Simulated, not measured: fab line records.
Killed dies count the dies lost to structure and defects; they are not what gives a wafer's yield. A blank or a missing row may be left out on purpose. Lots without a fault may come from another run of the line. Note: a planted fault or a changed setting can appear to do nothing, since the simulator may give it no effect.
fab line records -- flow sky130
record: lots: 7, wafers: 21, lastDay: 50
route steps=708 shown CAPM@550 METAL3@555
lots with no fault: from the same line, run without faults
startH: hours from the record's opening day to when the first of the lot's shown wafers began -- waitH: how many hours have passed since the lot's step before this one -- " unchanged from the row above -- L1.1+2: one row covering several wafers at once -- - no value, or no start was given -- * or withheld: withheld -- < > ~ a bound
route shown NAME@n: a module of which the file shows steps, and the number in the route of the first -- usual: mean/standard deviation taken from wafers without a fault -- same: alike in all rows -- chamber/n: place in a boat -- sites: readings site by site -- _std_site: the values' standard deviation -- _edge_site: the outer-site mean with the inner-site mean subtracted -- radiusMm: how far each site lies from the wafer's centre -- mask NAME#n: copy n -- behind: tool/chamber where the wafer was last shaped -- hold: reason for holding the lot/hours on hold/outcome of the hold -- device: the transistor (n, p or np) that didn't switch -- end of line: tests run on the same wafers once the route is complete -- where a step has no rows: the recipe by itself -- killed: dies lost to structure and defects at the first sort, not the wafer's yield -- map: per-die view of a wafer (x killed, . not killed, _ where there is no die)
set.NAME: the setting the step ran with; set.NAME@STEP: the setting that earlier step ran with -- model.NAME: the simulator's own value behind a step, which no gauge read
lots at selected steps of the route; one table per step, one row per wafer
services: from which hour (startH, from the record's first day; less than 0 if before it) a tool's chamber was out of use, for how many hours, and why
== steps ==
step: SKY_CAPM_METAL_ETCH_13
recipe: targetDepthNm: 220, stopOn: SiO2, chemistry: Cl2/BCl3, target: TiN, pressureMtorr: 10, icpW: 900, biasW: 48.5, Cl2_flow_sccm: 60, bcl3FlowSccm: 30, timeS: 62.9
usual: drypumpMotorCurrentA: 5.9/0.4, mfcCl2Sccm: 60.00/0.18, oesProductAu: 0.942/0.0075, throttleValvePct: 21.900/0.01
lot.wafer,tool,chamber,startH,waitH,drypumpMotorCurrentA,mfcCl2Sccm,oesProductAu,rfHoursCounterH,throttleValvePct
L411.1,rieMetal-01,1,878.62,0.0,5.2,60.21,0.933,17,21.895
L411.3,rieMetal-01,1,878.62,0.0,5.2,60.03,0.938,-,21.910
L411.6,rieMetal-01,0,878.62,0.0,6.4,60.18,0.949,-,21.894
L423.3,rieMetal-01,0,974.55,0.0,6.4,59.91,0.947,-,21.898
L423.4,rieMetal-01,1,974.55,0.0,5.2,60.08,0.950,-,21.910
L423.6,rieMetal-01,1,974.55,0.0,5.2,59.87,0.951,-,21.882
L424.2,rieMetal-04,1,976.71,0.0,6.0,59.86,0.938,17,21.900
L424.4,rieMetal-04,0,976.71,0.0,6.1,59.95,0.943,-,21.900
L424.5,rieMetal-04,0,976.71,0.0,6.1,59.97,0.939,-,21.896
L426.2,rieMetal-04,0,1000.98,0.0,6.1,60.07,0.943,15,21.884
L426.3,rieMetal-04,1,1000.98,0.0,6.0,59.91,0.947,-,21.912
L426.6,rieMetal-04,0,1000.98,0.0,6.1,60.20,0.938,-,21.897
L430.2,rieMetal-03,0,1012.98,0.0,5.6,60.06,0.941,16,21.897
L430.3,rieMetal-03,0,1012.98,0.0,5.6,60.23,0.930,-,21.896
L430.6,rieMetal-03,0,1012.98,0.0,5.6,59.89,0.929,-,21.910
L431.1,rieMetal-04,0,1018.61,0.0,6.0,60.20,0.945,17,21.907
L431.2,rieMetal-04,0,1018.61,0.0,6.1,59.95,0.950,-,21.886
L431.4,rieMetal-04,0,1018.61,0.0,6.1,59.88,0.948,-,21.896
L433.4,rieMetal-04,0,1037.09,0.0,6.1,59.94,0.947,-,21.881
L433.5,rieMetal-04,0,1037.09,0.0,6.1,59.86,0.948,-,21.890
L433.6,rieMetal-04,1,1037.09,0.0,6.0,59.81,0.945,-,21.925
step: SKY_CAPM_STRIP_14
recipe: chemistry: O2/N2, powerW: 1400, pressureMtorr: 1500, platenTempC: withheld, o2FlowSccm: 3000, n2FlowSccm: 300, overashFraction: 0.5
usual: drypumpMotorCurrentA: 5.6/0.46, oesProductAu: 0.710/0.005, stripTimeToEndpointS: 12.67/0.046
lot.wafer,tool,chamber,startH,waitH,drypumpMotorCurrentA,oesProductAu,rfHoursCounterH,stripTimeToEndpointS
L411.1,plasmaAsher-02,0,878.70,0.1,5.1,0.708,108,12.70
L411.3,plasmaAsher-02,1,878.70,0.1,5.2,0.716,-,12.70
L411.6,plasmaAsher-02,1,878.70,0.1,5.2,0.699,-,12.72
L423.3,plasmaAsher-01,1,974.64,0.1,6.2,0.704,-,12.68
L423.4,plasmaAsher-01,0,974.64,0.1,5.4,0.717,-,12.71
L423.6,plasmaAsher-01,0,974.64,0.1,5.4,0.705,-,12.68
L424.2,plasmaAsher-01,0,976.79,0.1,5.4,0.703,86,12.67
L424.4,plasmaAsher-01,0,976.79,0.1,5.4,0.702,-,12.67
L424.5,plasmaAsher-01,0,976.79,0.1,5.4,0.711,-,12.67
L426.2,plasmaAsher-02,0,1001.05,0.1,5.1,0.706,120,12.70
L426.3,plasmaAsher-02,0,1001.05,0.1,5.2,0.717,-,12.76
L426.6,plasmaAsher-02,0,1001.05,0.1,5.1,0.711,-,12.70
L430.2,plasmaAsher-01,1,1013.05,0.1,6.2,0.712,89,12.66
L430.3,plasmaAsher-01,0,1013.05,0.1,5.4,0.701,-,12.67
L430.6,plasmaAsher-01,0,1013.05,0.1,5.4,0.711,-,12.68
L431.1,plasmaAsher-02,1,1018.77,0.1,5.2,0.716,122,12.66
L431.2,plasmaAsher-02,0,1018.77,0.1,5.1,0.701,122,12.68
L431.4,plasmaAsher-02,0,1018.77,0.1,5.1,0.703,-,12.66
L433.4,plasmaAsher-03,1,1037.17,0.1,5.9,0.712,-,12.71
L433.5,plasmaAsher-03,1,1037.17,0.1,5.9,0.715,-,12.68
L433.6,plasmaAsher-03,0,1037.17,0.1,6.3,0.707,-,12.69
step: SKY_CAPM_STRIP_15
recipe: chemistry: postEtchResidueRemover, timeS: 1200, tempC: 72.5
step: SKY_CAPM_CLEAN_16
recipe: chemistry: IPA, timeS: 180, tempC: 25
step: SKY_CAPM_CLEAN_17
recipe: chemistry: O3/DIW, dry: n2Spin
step: SKY_METAL3_DEHYDRATE_05
recipe: tempC: 200, timeS: 60
step: SKY_METAL3_HMDS_06
recipe: primeTimeS: 60, primeTempC: 120
step: SKY_METAL3_COAT_07
recipe: resist: BARC, tempC: withheld, timeS: withheld, spinRpm: 3000, resistThkNm: 60
step: SKY_METAL3_COAT_08
recipe: resist: KrF-thick, spinRpm: 2972, resistThkNm: 1140
step: SKY_METAL3_SOFTBAKE_09
recipe: tempC: 100, timeS: 90, resist: KrF-thick
step: SKY_METAL3_EXPOSE_10
recipe: maskId: MM3, na: 0.68, sourceShape: annular, sigmaInner: 0.4, sigmaOuter: 0.8, targetCdNm: 300, doseMj: 28
step: SKY_METAL3_PEB_11
recipe: pebTempC: withheld, pebTimeS: withheld, resist: KrF-thick
step: SKY_METAL3_DEVELOP_12
recipe: developTimeS: 60, resist: KrF-thick, devTempC: 21
usual: chillPlateTempC: 22.98/0.11, developTimeS: 60/0, developerTempC: 20.96/0.1
lot.wafer,tool,chamber,startH,waitH,chillPlateTempC,developTimeS,developerTempC,model.KrF-thick_of_METAL3_COAT_08.thkNm
L411.1,lithoTrack-04,0,904,-,23.06,60,21.07,1134
L411.3,lithoTrack-04,0,904,-,23.08,60,21.06,1131
L411.6,lithoTrack-04,0,904,-,23.19,60,20.89,1129
L423.3,lithoTrack-03,-,998,-,-,-,-,1144
L423.4,lithoTrack-03,-,998,-,-,-,-,1146
L423.6,lithoTrack-03,-,998,-,-,-,-,1145
L424.2,lithoTrack-03,-,1000,-,-,-,-,1143
L424.4,lithoTrack-03,-,1000,-,-,-,-,1142
L424.5,lithoTrack-03,-,1000,-,-,-,-,1146
L426.2,lithoTrack-02,-,1025,-,-,-,-,1151
L426.3,lithoTrack-02,-,1025,-,-,-,-,1151
L426.6,lithoTrack-02,-,1025,-,-,-,-,1151
L430.2,lithoTrack-04,0,1036,-,23.09,60,20.81,1135
L430.3,lithoTrack-04,0,1036,-,22.97,60,20.88,1132
L430.6,lithoTrack-04,0,1036,-,22.98,60,20.86,1130
L431.1,lithoTrack-03,0,1041,-,23.00,60,20.89,1131
L431.2,lithoTrack-03,0,1041,-,23.08,60,21.03,1125
L431.4,lithoTrack-03,0,1041,-,23.00,60,20.97,1126
L433.4,lithoTrack-02,0,1059,-,23.18,60,20.97,1134
L433.5,lithoTrack-02,0,1059,-,23.03,60,20.99,1132
L433.6,lithoTrack-02,0,1059,-,23.11,60,20.99,1133
step: SKY_METAL3_CD_MEAS_13
recipe: targetCdNm: 300
usual: cdNm: 300.1/1.5
lot.wafer,tool,chamber,startH,waitH,cdNm
L411.1,cdSem-01,-,904.94,-,301.7
L411.3,cdSem-01,-,904.94,-,300.2
L411.6,cdSem-01,-,904.94,-,298.8
L423.3,cdSem-02,-,998.76,-,-
L423.4,cdSem-02,-,998.76,-,-
L423.6,cdSem-02,-,998.76,-,-
L424.2,cdSem-01,-,1000.24,-,-
L424.4,cdSem-01,-,1000.24,-,-
L424.5,cdSem-01,-,1000.24,-,-
L426.2,cdSem-02,-,1025.15,-,-
L426.3,cdSem-02,-,1025.15,-,-
L426.6,cdSem-02,-,1025.15,-,-
L430.2,cdSem-01,-,1036.36,-,300.5
L430.3,cdSem-01,-,1036.36,-,298.7
L430.6,cdSem-01,-,1036.36,-,299.4
L431.1,cdSem-01,-,1041.98,-,301.3
L431.2,cdSem-01,-,1041.98,-,300.2
L431.4,cdSem-01,-,1041.98,-,300.9
L433.4,cdSem-02,-,1059.79,-,299.2
L433.5,cdSem-02,-,1059.79,-,298.0
L433.6,cdSem-02,-,1059.79,-,299.8
== services ==
tool,chamber,startH,hours,kind
rieMetal-01,-,893.41,1.4,pm
plasmaAsher-02,-,908.55,1.2,repair
rieMetal-03,1,921.64,-,clean
rieMetal-03,1,921.64,12.6,scheduledDown
rieMetal-03,1,921.64,12.6,ventCycle
rieMetal-01,1,934.03,-,clean
rieMetal-01,1,934.03,22.9,scheduledDown
rieMetal-01,1,934.03,22.9,ventCycle
rieMetal-04,-,940.30,0.7,repair
rieMetal-04,-,951.42,2.2,repair
plasmaAsher-03,-,961.86,2.7,repair
rieMetal-01,-,996.49,0.4,repair
rieMetal-04,1,1007.08,-,clean
rieMetal-04,1,1007.08,29.9,scheduledDown
rieMetal-04,1,1007.08,29.9,ventCycle
plasmaAsher-01,-,1026.50,1.3,repair
rieMetal-03,-,1031.37,1.9,repair
plasmaAsher-02,-,1055.25,9.0,pm
plasmaAsher-02,0,1055.25,9.0,ventCycle
plasmaAsher-02,1,1055.25,9.0,ventCycle
== key ==
firstSign: step: SKY_METAL3_DEVELOP_12, reading: toolRecord, direction: missing
effect none on later readings
modelEffect: step: SKY_METAL3_DEVELOP_12, value: KrF-thick_of_METAL3_COAT_08.thkNm, without: 1133, struck: 1147
metAt SKY_METAL3_DEVELOP_12
struckWafers L423.3,L423.4,L423.6,L424.2,L424.4,L424.5,L426.2,L426.3,L426.6
laterRowsLeftOut L423.3,L423.4,L423.6,L424.2,L424.4,L424.5,L426.2,L426.3,L426.6
sortLeftOut L423.3,L423.4,L423.6,L424.2,L424.4,L424.5,L426.2,L426.3,L426.6
fault: kind: skippedStepWhole, tool: lithoTrack-02,lithoTrack-03, chamber: -, onsetH: 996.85, steps: SKY_METAL3_DEVELOP_12, scope: struckLotsOnly
sortLeftOut: the simulated sort isn't trusted on such a fault, so these wafers' sort isn't shown, and their yield isn't known
laterRowsLeftOut: the simulator's readings of these wafers behind a module that went badly wrong aren't trusted and aren't shown, but for the sort
